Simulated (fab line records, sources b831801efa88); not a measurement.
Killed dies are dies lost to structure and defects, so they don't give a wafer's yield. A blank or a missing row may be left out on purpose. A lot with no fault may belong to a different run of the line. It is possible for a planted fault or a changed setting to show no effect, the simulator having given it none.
fab line records + flow gf180mcu
[record]
- lots = 6
- wafers = 18
- lastDay = 34
route steps=602 shown LVPWELL@63 MVSD@66 MVPSD@78 VT_IMPLANT@90
lots with no fault: from the same line, run without faults
startH: hours from the record's opening day to when the first of the lot's shown wafers began + waitH: hours since the lot's step before + " the same as in the row above + L1.1+2: one row covering several wafers at once + - no value, or no start was given + * or withheld: withheld + < > ~ a bound
route shown NAME@n: NAME is a module with steps in the file, n the number in the route of the first one + usual: mean/standard deviation taken from wafers without a fault + same: alike in all rows + chamber/n: place in a boat + sites: per-site readings + _std_site: standard deviation of those values + _edge_site: outer sites' mean less inner sites' + radiusMm: how far each site lies from the wafer's centre + mask NAME#n: copy n + behind: the last tool/chamber to shape the wafer + hold: reason for holding the lot/hours on hold/outcome of the hold + device: the transistor (n, p or np) that didn't switch + end of line: the same wafers' tests at the end of the route + where a step has no rows: the recipe by itself + killed: at the first sort, the dies lost to defects and structure; wafer yield is something else + map: a wafer's dies, x killed, . not, _ none there
set.NAME: setting as actually run; set.NAME@STEP: the setting as run at that earlier step + model.NAME: the simulator's own value behind a step, which no gauge read
lots seen at some steps along the route; tables by step, rows by wafer
services: from which hour (startH, from the record's first day; less than 0 if before it) a tool's chamber was out of use, for how many hours, and why
[[steps]]
[step GF_LVPWELL_IMPLANT_09]
[recipe]
- species = B
- energyKev = 60
- doseCm2 = 5e+12
- tiltDeg = 0
[step GF_LVPWELL_STRIP_10]
[recipe]
- chemistry = O2/N2
- powerW = 1400
- pressureMtorr = 1500
- platenTempC = 250
- o2FlowSccm = 3000
- n2FlowSccm = 300
- overashFraction = 0.5
[usual]
- chamberPressureMTorr = 1500.1/1.4
- drypumpMotorCurrentA = 6.0/0.36
- heaterPowerW = 328/24
- oesProductAu = 0.722/0.0048
- stripTimeToEndpointS = 36.99/0.094
[same]
- overashFraction = 0.5
| lot.wafer | tool           | chamber | startH | waitH | chamberPressureMTorr | drypumpMotorCurrentA | heaterPowerW | oesProductAu | rfHoursCounterH | stripTimeToEndpointS |
|-----------|----------------|---------|--------|-------|----------------------|----------------------|--------------|--------------|-----------------|----------------------|
| L864.1    | plasmaAsher-02 | 1       | 81.94  | 0.1   | 1500.5               | 6.2                  | 347          | 0.717        | 41              | 37.02                |
| L864.2    | "              | 0       | "      | "     | 1501.6               | 5.6                  | 315          | 0.717        | 41              | 37.05                |
| L864.3    | "              | 0       | "      | "     | 1500.9               | 5.6                  | 319          | 0.723        | -               | 37.05                |
| L865.1    | plasmaAsher-02 | 0       | 84.99  | 0.1   | 1501.1               | 5.6                  | 321          | 0.726        | 41              | 37.08                |
| L865.2    | "              | 1       | "      | "     | 1502.7               | 6.2                  | 351          | 0.722        | 41              | 37.02                |
| L865.3    | "              | 0       | "      | "     | 1499.9               | 5.6                  | 310          | 0.724        | -               | 37.12                |
| L876.2    | plasmaAsher-02 | 0       | 148.99 | 0.1   | 1499.3               | 5.6                  | 323          | 0.716        | 47              | 37.00                |
| L876.4    | "              | 1       | "      | "     | 1501.2               | 6.2                  | 354          | 0.729        | -               | 37.03                |
| L876.5    | "              | 0       | "      | "     | 1500.9               | 5.6                  | 322          | 0.723        | -               | 36.99                |
| L878.1    | plasmaAsher-02 | 1       | 160.94 | 0.1   | 1501.9               | 6.2                  | 348          | 0.722        | 48              | 37.04                |
| L878.2    | "              | 0       | "      | "     | 1501.0               | 5.6                  | 318          | 0.720        | 48              | 37.15                |
| L878.3    | "              | 1       | "      | "     | 1498.2               | 6.2                  | 351          | 0.718        | -               | 37.10                |
| L882.2    | plasmaAsher-01 | 0       | 184.79 | 0.1   | 1499.0               | 5.6                  | 293          | 0.722        | 39              | 36.90                |
| L882.5    | "              | 1       | "      | "     | 1501.5               | 5.8                  | 312          | 0.732        | -               | 37.03                |
| L882.6    | "              | 0       | "      | "     | 1501.4               | 5.6                  | 297          | 0.722        | -               | 37.00                |
| L883.1    | plasmaAsher-02 | 1       | 188.09 | 0.1   | 1500.7               | 6.2                  | 360          | 0.722        | 51              | 37.00                |
| L883.4    | "              | 1       | "      | "     | 1499.7               | 6.2                  | 357          | 0.724        | -               | 37.05                |
| L883.5    | "              | 0       | "      | "     | 1497.5               | 5.6                  | 314          | 0.725        | -               | 37.06                |
[step GF_LVPWELL_TW_MEAS_11]
[usual]
- LVPWELL_TW = 559/5.3
| lot.wafer | tool         | chamber | startH | waitH | LVPWELL_TW |
|-----------|--------------|---------|--------|-------|------------|
| L864.1    | filmMetro-01 | -       | 82.04  | 0.1   | 557        |
| L864.2    | "            | -       | "      | "     | 551        |
| L864.3    | "            | -       | "      | "     | 554        |
| L865.1    | filmMetro-04 | -       | 85.09  | 0.1   | 564        |
| L865.2    | "            | -       | "      | "     | 562        |
| L865.3    | "            | -       | "      | "     | 560        |
| L876.2    | filmMetro-04 | -       | 149.10 | 0.1   | 562        |
| L876.4    | "            | -       | "      | "     | 564        |
| L876.5    | "            | -       | "      | "     | 563        |
| L878.1    | filmMetro-03 | -       | 161.06 | 0.1   | 558        |
| L878.2    | "            | -       | "      | "     | 561        |
| L878.3    | "            | -       | "      | "     | 562        |
| L882.2    | filmMetro-01 | -       | 184.90 | 0.1   | 550        |
| L882.5    | "            | -       | "      | "     | 549        |
| L882.6    | "            | -       | "      | "     | 555        |
| L883.1    | filmMetro-04 | -       | 188.19 | 0.1   | 557        |
| L883.4    | "            | -       | "      | "     | 555        |
| L883.5    | "            | -       | "      | "     | 556        |
[step GF_MVSD_DEHYDRATE_00]
[recipe]
- tempC = 200
- timeS = 60
[step GF_MVSD_HMDS_01]
[recipe]
- primeTimeS = 60
- primeTempC = 120
[step GF_MVSD_COAT_02]
[recipe]
- spinRpm = 2000
- resistThkNm = 3000
[step GF_MVSD_SOFTBAKE_03]
[recipe]
- tempC = 110
- timeS = withheld
[step GF_MVSD_EXPOSE_04]
[recipe]
- maskId = MVSD
- targetCdNm = 1000
- na = 0.6
- sourceShape = conventional
- sigmaOuter = 0.6
- doseMj = 260
[step GF_MVSD_PEB_05]
[recipe]
- tempC = 115
- timeS = withheld
[step GF_MVSD_DEVELOP_06]
[recipe]
- wallAngleDeg = 90
- developTimeS = 60
- devTempC = 23
[step GF_MVSD_OVL_MEAS_07]
[usual]
- MVSD_OVL = 0.7/1.3
| lot.wafer | tool       | chamber | startH | waitH | MVSD_OVL[nm] |
|-----------|------------|---------|--------|-------|--------------|
| L864.1    | overlay-01 | -       | 95.45  | -     | -1.1         |
| L864.2    | "          | -       | "      | "     | 0.2          |
| L864.3    | "          | -       | "      | "     | -1.8         |
| L865.1    | overlay-02 | -       | 99.20  | -     | 0.6          |
| L865.2    | "          | -       | "      | "     | 1.6          |
| L865.3    | "          | -       | "      | "     | 0.7          |
| L876.2    | overlay-02 | -       | 165.21 | -     | -0.2         |
| L876.4    | "          | -       | "      | "     | -2.6         |
| L876.5    | "          | -       | "      | "     | -2.2         |
| L878.1    | overlay-01 | -       | 177.55 | -     | 0.9          |
| L878.2    | "          | -       | "      | "     | 0.7          |
| L878.3    | "          | -       | "      | "     | -0.2         |
| L882.2    | overlay-02 | -       | 201.16 | -     | 1.3          |
| L882.5    | "          | -       | "      | "     | 0.2          |
| L882.6    | "          | -       | "      | "     | 1.8          |
| L883.1    | overlay-01 | -       | 205.71 | -     | 0.5          |
| L883.4    | "          | -       | "      | "     | 0.7          |
| L883.5    | "          | -       | "      | "     | 1.5          |
[step GF_MVSD_IMPLANT_08]
[recipe]
- species = P
- energyKev = 396.9
- doseCm2 = 1.6e+13
- tiltDeg = 0
[step GF_MVSD_IMPLANT_09]
[recipe]
- species = P
- energyKev = 100
- doseCm2 = 5e+12
- tiltDeg = 0
[usual]
- beamEnergyKeV = 100.00/0.029
- beamOnS = 9.98/0.23
- implantIonAmu = 31/0
| lot.wafer | tool         | chamber | startH | waitH | beamEnergyKeV | beamOnS | implantIonAmu |
|-----------|--------------|---------|--------|-------|---------------|---------|---------------|
| L864.1    | implanter-03 | -       | 95.64  | 0.1   | -             | -       | -             |
| L864.2    | "            | -       | "      | "     | -             | -       | -             |
| L864.3    | "            | -       | "      | "     | -             | -       | -             |
| L865.1    | implanter-02 | -       | 99.39  | 0.1   | -             | -       | -             |
| L865.2    | "            | -       | "      | "     | -             | -       | -             |
| L865.3    | "            | -       | "      | "     | -             | -       | -             |
| L876.2    | implanter-02 | 0       | 165.41 | 0.1   | 100.00        | 9.80    | 31            |
| L876.4    | "            | 0       | "      | "     | 100.02        | 9.48    | 31            |
| L876.5    | "            | 0       | "      | "     | 99.969        | 10.18   | 31            |
| L878.1    | implanter-03 | 0       | 177.74 | 0.1   | 99.993        | 9.96    | 31            |
| L878.2    | "            | 0       | "      | "     | 100.09        | 9.90    | 31            |
| L878.3    | "            | 0       | "      | "     | 99.982        | 9.76    | 31            |
| L882.2    | implanter-04 | 0       | 201.37 | 0.1   | 99.977        | 9.70    | 31            |
| L882.5    | "            | 0       | "      | "     | 99.969        | 10.28   | 31            |
| L882.6    | "            | 0       | "      | "     | 100.01        | 9.79    | 31            |
| L883.1    | implanter-02 | 0       | 205.89 | 0.1   | 99.981        | 10.07   | 31            |
| L883.4    | "            | 0       | "      | "     | 99.960        | 10.07   | 31            |
| L883.5    | "            | 0       | "      | "     | 99.935        | 10.23   | 31            |
[step GF_MVSD_STRIP_10]
[recipe]
- chemistry = O2/N2
- powerW = 1400
- pressureMtorr = 1500
- platenTempC = 250
- o2FlowSccm = 3000
- n2FlowSccm = 300
- overashFraction = 0.5
[usual]
- chamberPressureMTorr = 1500.0/1.4
- drypumpMotorCurrentA = 5.8/0.53
- heaterPowerW = 327/26
- oesProductAu = 0.723/0.0052
- stripTimeToEndpointS = 36.97/0.12
[same]
- overashFraction = 0.5
| lot.wafer | tool           | chamber | startH | waitH | chamberPressureMTorr | drypumpMotorCurrentA | heaterPowerW | oesProductAu | rfHoursCounterH | stripTimeToEndpointS |
|-----------|----------------|---------|--------|-------|----------------------|----------------------|--------------|--------------|-----------------|----------------------|
| L864.1    | plasmaAsher-04 | 0       | 95.79  | 0.1   | 1500.6               | 6.7                  | 317          | 0.718        | 45              | 37.07                |
| L864.2    | "              | 1       | "      | "     | 1499.9               | 4.7                  | 376          | 0.726        | 45              | 37.04                |
| L864.3    | "              | 1       | "      | "     | 1499.2               | 4.7                  | 373          | 0.721        | -               | 37.03                |
| L865.1    | plasmaAsher-01 | 0       | 99.54  | 0.1   | 1500.2               | 5.6                  | 289          | 0.722        | 30              | 36.94                |
| L865.2    | "              | 1       | "      | "     | 1501.5               | 5.8                  | 317          | 0.716        | 30              | 37.18                |
| L865.3    | "              | 1       | "      | "     | 1497.6               | 5.8                  | 314          | 0.721        | -               | 37.01                |
| L876.2    | plasmaAsher-02 | 0       | 165.54 | 0.1   | 1498.8               | 5.6                  | 316          | 0.718        | 49              | 37.05                |
| L876.4    | "              | 0       | "      | "     | 1501.0               | 5.6                  | 321          | 0.727        | -               | 36.98                |
| L876.5    | "              | 0       | "      | "     | 1501.9               | 5.6                  | 314          | 0.716        | -               | 37.10                |
| L878.1    | plasmaAsher-01 | 0       | 177.89 | 0.1   | 1498.0               | 5.6                  | 290          | 0.717        | 38              | 37.01                |
| L878.2    | "              | 1       | "      | "     | 1499.9               | 5.8                  | 318          | 0.720        | 38              | 36.93                |
| L878.3    | "              | 0       | "      | "     | 1497.8               | 5.6                  | 299          | 0.720        | -               | 37.00                |
| L882.2    | plasmaAsher-02 | 0       | 201.49 | 0.1   | 1499.2               | 5.6                  | 320          | 0.728        | 53              | 36.86                |
| L882.5    | "              | 1       | "      | "     | 1499.9               | 6.2                  | 356          | 0.715        | -               | 36.95                |
| L882.6    | "              | 0       | "      | "     | 1500.1               | 5.6                  | 324          | 0.723        | -               | 36.83                |
| L883.1    | plasmaAsher-04 | 1       | 206.04 | 0.1   | 1500.8               | 4.7                  | 360          | 0.719        | 10              | 37.04                |
| L883.4    | "              | 0       | "      | "     | 1503.2               | 6.7                  | 324          | 0.717        | -               | 37.14                |
| L883.5    | "              | 1       | "      | "     | 1499.3               | 4.7                  | 369          | 0.718        | -               | 37.15                |
[step GF_MVSD_TW_MEAS_11]
[usual]
- MVSD_TW = 1577/15
| lot.wafer | tool         | chamber | startH | waitH | MVSD_TW |
|-----------|--------------|---------|--------|-------|---------|
| L864.1    | filmMetro-01 | -       | 95.89  | 0.1   | 1502    |
| L864.2    | "            | -       | "      | "     | 1502    |
| L864.3    | "            | -       | "      | "     | 1507    |
| L865.1    | filmMetro-01 | -       | 99.64  | 0.1   | 1503    |
| L865.2    | "            | -       | "      | "     | 1503    |
| L865.3    | "            | -       | "      | "     | 1501    |
| L876.2    | filmMetro-03 | -       | 165.65 | 0.1   | 1585    |
| L876.4    | "            | -       | "      | "     | 1575    |
| L876.5    | "            | -       | "      | "     | 1575    |
| L878.1    | filmMetro-01 | -       | 177.99 | 0.1   | 1565    |
| L878.2    | "            | -       | "      | "     | 1562    |
| L878.3    | "            | -       | "      | "     | 1559    |
| L882.2    | filmMetro-03 | -       | 201.60 | 0.1   | 1590    |
| L882.5    | "            | -       | "      | "     | 1592    |
| L882.6    | "            | -       | "      | "     | 1588    |
| L883.1    | filmMetro-01 | -       | 206.14 | 0.1   | 1573    |
| L883.4    | "            | -       | "      | "     | 1572    |
| L883.5    | "            | -       | "      | "     | 1567    |
[step GF_MVPSD_DEHYDRATE_00]
[recipe]
- tempC = 200
- timeS = 60
[step GF_MVPSD_HMDS_01]
[recipe]
- primeTimeS = 60
- primeTempC = 120
[step GF_MVPSD_COAT_02]
[recipe]
- spinRpm = 2000
- resistThkNm = 3000
[step GF_MVPSD_SOFTBAKE_03]
[recipe]
- tempC = 110
- timeS = withheld
[step GF_MVPSD_EXPOSE_04]
[recipe]
- maskId = MVPSD
- targetCdNm = 1000
- na = 0.6
- sourceShape = conventional
- sigmaOuter = 0.6
- doseMj = 260
[step GF_MVPSD_PEB_05]
[recipe]
- tempC = 115
- timeS = withheld
[step GF_MVPSD_DEVELOP_06]
[recipe]
- wallAngleDeg = 90
- developTimeS = 60
- devTempC = 23
[step GF_MVPSD_OVL_MEAS_07]
[usual]
- MVPSD_OVL = -0.8/1.4
| lot.wafer | tool       | chamber | startH | waitH | MVPSD_OVL[nm] |
|-----------|------------|---------|--------|-------|---------------|
| L864.1    | overlay-02 | -       | 109.96 | -     | 0.6           |
| L864.2    | "          | -       | "      | "     | 0.9           |
| L864.3    | "          | -       | "      | "     | 0.5           |
| L865.1    | overlay-02 | -       | 114.40 | -     | -0.8          |
| L865.2    | "          | -       | "      | "     | -1.4          |
| L865.3    | "          | -       | "      | "     | -0.9          |
| L876.2    | overlay-02 | -       | 181.58 | -     | 0.6           |
| L876.4    | "          | -       | "      | "     | 1.2           |
| L876.5    | "          | -       | "      | "     | 0.1           |
| L878.1    | overlay-01 | -       | 194.03 | -     | -0.6          |
| L878.2    | "          | -       | "      | "     | -0.2          |
| L878.3    | "          | -       | "      | "     | -0.5          |
| L882.2    | overlay-01 | -       | 218.75 | -     | -3.2          |
| L882.5    | "          | -       | "      | "     | -4.4          |
| L882.6    | "          | -       | "      | "     | -2.8          |
| L883.1    | overlay-01 | -       | 223.33 | -     | -1.5          |
| L883.4    | "          | -       | "      | "     | -2.0          |
| L883.5    | "          | -       | "      | "     | 0.6           |
[step GF_MVPSD_IMPLANT_08]
[recipe]
- species = B
- energyKev = 170
- doseCm2 = 1.5e+13
- tiltDeg = 0
[step GF_MVPSD_IMPLANT_09]
[recipe]
- species = B
- energyKev = 40
- doseCm2 = 4.878e+12
- tiltDeg = 0
[step GF_MVPSD_STRIP_10]
[recipe]
- chemistry = O2/N2
- powerW = 1400
- pressureMtorr = 1500
- platenTempC = 250
- o2FlowSccm = 3000
- n2FlowSccm = 300
- overashFraction = 0.5
[usual]
- chamberPressureMTorr = 1499.8/1.2
- drypumpMotorCurrentA = 6.1/0.49
- heaterPowerW = 325/27
- oesProductAu = 0.723/0.0053
- stripTimeToEndpointS = 37.01/0.099
[same]
- overashFraction = 0.5
| lot.wafer | tool           | chamber | startH | waitH | chamberPressureMTorr | drypumpMotorCurrentA | heaterPowerW | oesProductAu | rfHoursCounterH | stripTimeToEndpointS |
|-----------|----------------|---------|--------|-------|----------------------|----------------------|--------------|--------------|-----------------|----------------------|
| L864.1    | plasmaAsher-03 | 0       | 110.30 | 0.1   | 1499.4               | 6.6                  | 362          | 0.719        | 46              | 37.15                |
| L864.2    | "              | 1       | "      | "     | 1501.8               | 6.0                  | 305          | 0.728        | 46              | 37.09                |
| L864.3    | "              | 0       | "      | "     | 1500.1               | 6.7                  | 345          | 0.707        | -               | 36.95                |
| L865.1    | plasmaAsher-03 | 0       | 114.74 | 0.1   | 1501.3               | 6.7                  | 363          | 0.723        | 47              | 37.05                |
| L865.2    | "              | 1       | "      | "     | 1500.4               | 6.0                  | 303          | 0.721        | 47              | 37.00                |
| L865.3    | "              | 1       | "      | "     | 1499.2               | 6.0                  | 309          | 0.728        | -               | 37.06                |
| L876.2    | plasmaAsher-01 | 0       | 181.91 | 0.1   | 1500.5               | 5.6                  | 288          | 0.716        | 38              | 37.01                |
| L876.4    | "              | 0       | "      | "     | 1497.4               | 5.6                  | 294          | 0.731        | -               | 36.89                |
| L876.5    | "              | 1       | "      | "     | 1499.1               | 5.8                  | 316          | 0.725        | -               | 37.09                |
| L878.1    | plasmaAsher-03 | 0       | 194.36 | 0.1   | 1502.1               | 6.7                  | 353          | 0.724        | 55              | 37.03                |
| L878.2    | "              | 1       | "      | "     | 1500.7               | 6.0                  | 315          | 0.724        | 55              | 37.00                |
| L878.3    | "              | 0       | "      | "     | 1500.0               | 6.7                  | 354          | 0.708        | -               | 37.01                |
| L882.2    | plasmaAsher-03 | 1       | 219.08 | 0.1   | 1501.0               | 6.0                  | 308          | 0.717        | 58              | 36.76                |
| L882.5    | "              | 1       | "      | "     | 1500.2               | 6.0                  | 302          | 0.725        | -               | 36.77                |
| L882.6    | "              | 0       | "      | "     | 1500.0               | 6.7                  | 354          | 0.726        | -               | 36.82                |
| L883.1    | plasmaAsher-01 | 0       | 223.66 | 0.1   | 1499.1               | 5.6                  | 298          | 0.720        | 43              | 36.92                |
| L883.4    | "              | 1       | "      | "     | 1497.5               | 5.8                  | 318          | 0.716        | -               | 36.89                |
| L883.5    | "              | 1       | "      | "     | 1499.9               | 5.8                  | 312          | 0.716        | -               | 36.91                |
[step GF_MVPSD_TW_MEAS_11]
[usual]
- MVPSD_TW = 552/4.4
| lot.wafer | tool         | chamber | startH | waitH | MVPSD_TW |
|-----------|--------------|---------|--------|-------|----------|
| L864.1    | filmMetro-04 | -       | 110.40 | 0.1   | 548      |
| L864.2    | "            | -       | "      | "     | 552      |
| L864.3    | "            | -       | "      | "     | 550      |
| L865.1    | filmMetro-04 | -       | 114.84 | 0.1   | 547      |
| L865.2    | "            | -       | "      | "     | 551      |
| L865.3    | "            | -       | "      | "     | 549      |
| L876.2    | filmMetro-03 | -       | 182.02 | 0.1   | 558      |
| L876.4    | "            | -       | "      | "     | 554      |
| L876.5    | "            | -       | "      | "     | 557      |
| L878.1    | filmMetro-04 | -       | 194.46 | 0.1   | 552      |
| L878.2    | "            | -       | "      | "     | 552      |
| L878.3    | "            | -       | "      | "     | 551      |
| L882.2    | filmMetro-03 | -       | 219.19 | 0.1   | 556      |
| L882.5    | "            | -       | "      | "     | 558      |
| L882.6    | "            | -       | "      | "     | 556      |
| L883.1    | filmMetro-04 | -       | 223.76 | 0.1   | 551      |
| L883.4    | "            | -       | "      | "     | 547      |
| L883.5    | "            | -       | "      | "     | 548      |
[step GF_VT_IMPLANT_DEHYDRATE_00]
[recipe]
- tempC = 200
- timeS = 60
[step GF_VT_IMPLANT_HMDS_01]
[recipe]
- primeTimeS = 60
- primeTempC = 120
[step GF_VT_IMPLANT_COAT_02]
[recipe]
- resist = NOVOLAK
- spinRpm = 3000
- resistThkNm = 1000
[step GF_VT_IMPLANT_SOFTBAKE_03]
[recipe]
- tempC = 90
- timeS = 60
- resist = NOVOLAK
[step GF_VT_IMPLANT_EXPOSE_04]
[recipe]
- maskId = LVPWELL_LV_AREA
- targetCdNm = 600
- na = 0.6
- sourceShape = conventional
- sigmaOuter = 0.6
- doseMj = 140
[step GF_VT_IMPLANT_PEB_05]
[recipe]
- tempC = withheld
- timeS = *
- resist = NOVOLAK
[step GF_VT_IMPLANT_DEVELOP_06]
[recipe]
- developTimeS = 60
- devTempC = 23
[step GF_VT_IMPLANT_OVL_MEAS_07]
[usual]
- VT_IMPLANT_OVL = -0.4/1.6
| lot.wafer | tool       | chamber | startH | waitH | VT_IMPLANT_OVL[nm] |
|-----------|------------|---------|--------|-------|--------------------|
| L864.1    | overlay-02 | -       | 124.41 | 0.1   | 0.9                |
| L864.2    | "          | -       | "      | "     | -0.3               |
| L864.3    | "          | -       | "      | "     | 0.4                |
| L865.1    | overlay-02 | -       | 129.11 | 0.1   | 3.1                |
| L865.2    | "          | -       | "      | "     | 3.0                |
| L865.3    | "          | -       | "      | "     | 1.6                |
| L876.2    | overlay-01 | -       | 197.67 | 0.1   | 1.0                |
| L876.4    | "          | -       | "      | "     | -1.2               |
| L876.5    | "          | -       | "      | "     | 0.2                |
| L878.1    | overlay-01 | -       | 211.58 | 0.1   | -0.8               |
| L878.2    | "          | -       | "      | "     | -0.3               |
| L878.3    | "          | -       | "      | "     | -1.3               |
| L882.2    | overlay-02 | -       | 237.03 | 0.1   | -0.3               |
| L882.5    | "          | -       | "      | "     | 1.2                |
| L882.6    | "          | -       | "      | "     | -0.4               |
| L883.1    | overlay-02 | -       | 241.46 | 0.1   | 1.4                |
| L883.4    | "          | -       | "      | "     | -0.2               |
| L883.5    | "          | -       | "      | "     | 0.2                |
[step GF_VT_IMPLANT_IMPLANT_08]
[recipe]
- species = BF2
- energyKev = 20
- doseCm2 = 8.29e+12
- tiltDeg = 7
[step GF_VT_IMPLANT_STRIP_09]
[recipe]
- chemistry = O2/N2
- powerW = 1400
- pressureMtorr = 1500
- platenTempC = 250
- o2FlowSccm = 3000
- n2FlowSccm = 300
- overashFraction = 0.5
[usual]
- chamberPressureMTorr = 1500.0/1.4
- drypumpMotorCurrentA = 6.1/0.58
- heaterPowerW = 337/22
- oesProductAu = 0.717/0.0042
- stripTimeToEndpointS = 12.62/0.036
[same]
- overashFraction = 0.5
| lot.wafer | tool           | chamber | startH | waitH | chamberPressureMTorr | drypumpMotorCurrentA | heaterPowerW | oesProductAu | rfHoursCounterH | stripTimeToEndpointS |
|-----------|----------------|---------|--------|-------|----------------------|----------------------|--------------|--------------|-----------------|----------------------|
| L864.1    | plasmaAsher-03 | 1       | 124.60 | 0.1   | 1499.6               | 6.0                  | 310          | 0.715        | 48              | 12.65                |
| L864.2    | "              | 0       | "      | "     | 1498.1               | 6.7                  | 358          | 0.721        | 48              | 12.66                |
| L864.3    | "              | 0       | "      | "     | 1499.8               | 6.6                  | 361          | 0.713        | -               | 12.67                |
| L865.1    | plasmaAsher-04 | 0       | 129.30 | 0.1   | 1501.5               | 6.7                  | 327          | 0.710        | 1               | 12.63                |
| L865.2    | "              | 1       | "      | "     | 1499.3               | 4.7                  | 361          | 0.722        | 1               | 12.62                |
| L865.3    | "              | 0       | "      | "     | 1498.8               | 6.7                  | 331          | 0.719        | -               | 12.62                |
| L876.2    | plasmaAsher-03 | 1       | 197.85 | 0.1   | 1499.4               | 6.0                  | 308          | 0.712        | 55              | 12.60                |
| L876.4    | "              | 0       | "      | "     | 1499.7               | 6.7                  | 355          | 0.714        | -               | 12.57                |
| L876.5    | "              | 1       | "      | "     | 1501.9               | 6.0                  | 311          | 0.719        | -               | 12.59                |
| L878.1    | plasmaAsher-02 | 1       | 211.76 | 0.1   | 1502.3               | 6.2                  | 351          | 0.715        | 54              | 12.62                |
| L878.2    | "              | 0       | "      | "     | 1500.3               | 5.6                  | 319          | 0.710        | 54              | 12.64                |
| L878.3    | "              | 0       | "      | "     | 1500.0               | 5.6                  | 313          | 0.713        | -               | 12.59                |
| L882.2    | plasmaAsher-03 | 1       | 237.21 | 0.1   | 1499.0               | 6.0                  | 303          | 0.717        | 60              | 12.57                |
| L882.5    | "              | 0       | "      | "     | 1498.0               | 6.7                  | 356          | 0.718        | -               | 12.56                |
| L882.6    | "              | 1       | "      | "     | 1500.8               | 6.0                  | 311          | 0.719        | -               | 12.58                |
| L883.1    | plasmaAsher-02 | 0       | 241.65 | 0.1   | 1501.6               | 5.6                  | 313          | 0.716        | 58              | 12.60                |
| L883.4    | "              | 0       | "      | "     | 1499.7               | 5.6                  | 325          | 0.719        | -               | 12.66                |
| L883.5    | "              | 1       | "      | "     | 1501.2               | 6.2                  | 358          | 0.717        | -               | 12.62                |
[step GF_VT_IMPLANT_TW_MEAS_10]
[usual]
- VT_IMPLANT_TW = 567/4.3
| lot.wafer | tool         | chamber | startH | waitH | VT_IMPLANT_TW |
|-----------|--------------|---------|--------|-------|---------------|
| L864.1    | filmMetro-04 | -       | 124.70 | 0.1   | 561           |
| L864.2    | "            | -       | "      | "     | 557           |
| L864.3    | "            | -       | "      | "     | 559           |
| L865.1    | filmMetro-02 | -       | 129.40 | 0.1   | 569           |
| L865.2    | "            | -       | "      | "     | 570           |
| L865.3    | "            | -       | "      | "     | 571           |
| L876.2    | filmMetro-02 | -       | 197.96 | 0.1   | 565           |
| L876.4    | "            | -       | "      | "     | 569           |
| L876.5    | "            | -       | "      | "     | 563           |
| L878.1    | filmMetro-02 | -       | 211.86 | 0.1   | 564           |
| L878.2    | "            | -       | "      | "     | 566           |
| L878.3    | "            | -       | "      | "     | 565           |
| L882.2    | filmMetro-02 | -       | 237.32 | 0.1   | 568           |
| L882.5    | "            | -       | "      | "     | 567           |
| L882.6    | "            | -       | "      | "     | 571           |
| L883.1    | filmMetro-03 | -       | 241.75 | 0.1   | 573           |
| L883.4    | "            | -       | "      | "     | 568           |
| L883.5    | "            | -       | "      | "     | 572           |
[step GF_VT_IMPLANT_DEHYDRATE_11]
[recipe]
- tempC = 200
- timeS = 60
[step GF_VT_IMPLANT_HMDS_12]
[recipe]
- primeTimeS = 60
- primeTempC = 120
[step GF_VT_IMPLANT_COAT_13]
[recipe]
- resist = NOVOLAK
- spinRpm = 3000
- resistThkNm = 1000
[step GF_VT_IMPLANT_SOFTBAKE_14]
[recipe]
- tempC = 90
- timeS = 60
- resist = NOVOLAK
[step GF_VT_IMPLANT_RS_MEAS_46]
[recipe]
- thkMeasGauge = four-point-probe
[usual]
- MVSD_RS = 457.1/1.3
| lot.wafer | tool         | chamber | startH | waitH | MVSD_RS[ohm/sq] |
|-----------|--------------|---------|--------|-------|-----------------|
| L864.1    | filmMetro-04 | -       | 172.21 | 0.1   | -               |
| L864.2    | "            | -       | "      | "     | -               |
| L864.3    | "            | -       | "      | "     | -               |
| L865.1    | filmMetro-04 | -       | 178.55 | 0.1   | -               |
| L865.2    | "            | -       | "      | "     | -               |
| L865.3    | "            | -       | "      | "     | -               |
| L876.2    | filmMetro-04 | -       | 251.50 | 0.1   | 456.8           |
| L876.4    | "            | -       | "      | "     | 456.7           |
| L876.5    | "            | -       | "      | "     | 454.9           |
| L878.1    | filmMetro-01 | -       | 267.52 | 0.1   | 456.1           |
| L878.2    | "            | -       | "      | "     | 454.6           |
| L878.3    | "            | -       | "      | "     | 454.1           |
| L882.2    | filmMetro-01 | -       | 295.87 | 0.1   | 459.0           |
| L882.5    | "            | -       | "      | "     | 457.2           |
| L882.6    | "            | -       | "      | "     | 458.1           |
| L883.1    | filmMetro-01 | -       | 299.32 | 0.1   | 455.1           |
| L883.4    | "            | -       | "      | "     | 454.5           |
| L883.5    | "            | -       | "      | "     | 453.6           |
[[services]]
| tool           | chamber | startH | hours | kind      |
|----------------|---------|--------|-------|-----------|
| plasmaAsher-04 | -       | 73.45  | 4.0   | repair    |
| implanter-03   | -       | 102.13 | 1.4   | repair    |
| plasmaAsher-04 | -       | 108.75 | 9.0   | pm        |
| plasmaAsher-04 | 0       | 108.75 | 9.0   | ventCycle |
| plasmaAsher-04 | 1       | 108.75 | 9.0   | ventCycle |
| implanter-02   | -       | 113.73 | 2.5   | repair    |
| plasmaAsher-04 | 0       | 117.75 | -     | clean     |
| plasmaAsher-04 | 1       | 117.75 | -     | clean     |
| implanter-03   | -       | 124.15 | 3.2   | pm        |
| plasmaAsher-02 | -       | 129.00 | 3.3   | repair    |
| implanter-04   | -       | 142.93 | 6.6   | repair    |
| plasmaAsher-04 | -       | 209.91 | 45.2  | pm        |
[[key]]
[firstSign]
- step = GF_MVSD_IMPLANT_09
- reading = toolRecord
- direction = missing
[effect]
- step = GF_MVSD_TW_MEAS_11
- reading = MVSD_TW
- direction = down
- sigmas = 4.8
- usual = 1577
- struck = 1503
[effect]
- step = GF_VT_IMPLANT_RS_MEAS_46
- reading = MVSD_RS
- direction = missing
metAt GF_MVSD_IMPLANT_09
struckWafers L864.1,L864.2,L864.3,L865.1,L865.2,L865.3
laterRowsLeftOut L864.1,L864.2,L864.3,L865.1,L865.2,L865.3
sortLeftOut L864.1,L864.2,L864.3,L865.1,L865.2,L865.3
testerLeftOut L864,L865
[fault]
- kind = skippedStepWhole
- tool = implanter-02,implanter-03
- chamber = -
- onsetH = 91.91
- steps = GF_MVSD_IMPLANT_09
- scope = struckLotsOnly
// testerLeftOut: of these lots the tester's yield and bins aren't shown, on N5 and GAA mostly nor the transistor test; their killed dies are dies lost to structure and defects alone, not to doping, threshold or leakage, so they don't give the yield
// sortLeftOut: the simulated sort isn't trusted on such a fault, so these wafers' sort isn't shown, and their yield isn't known
// laterRowsLeftOut: the simulator's readings of these wafers behind a module that went badly wrong aren't trusted and aren't shown, but for the sort
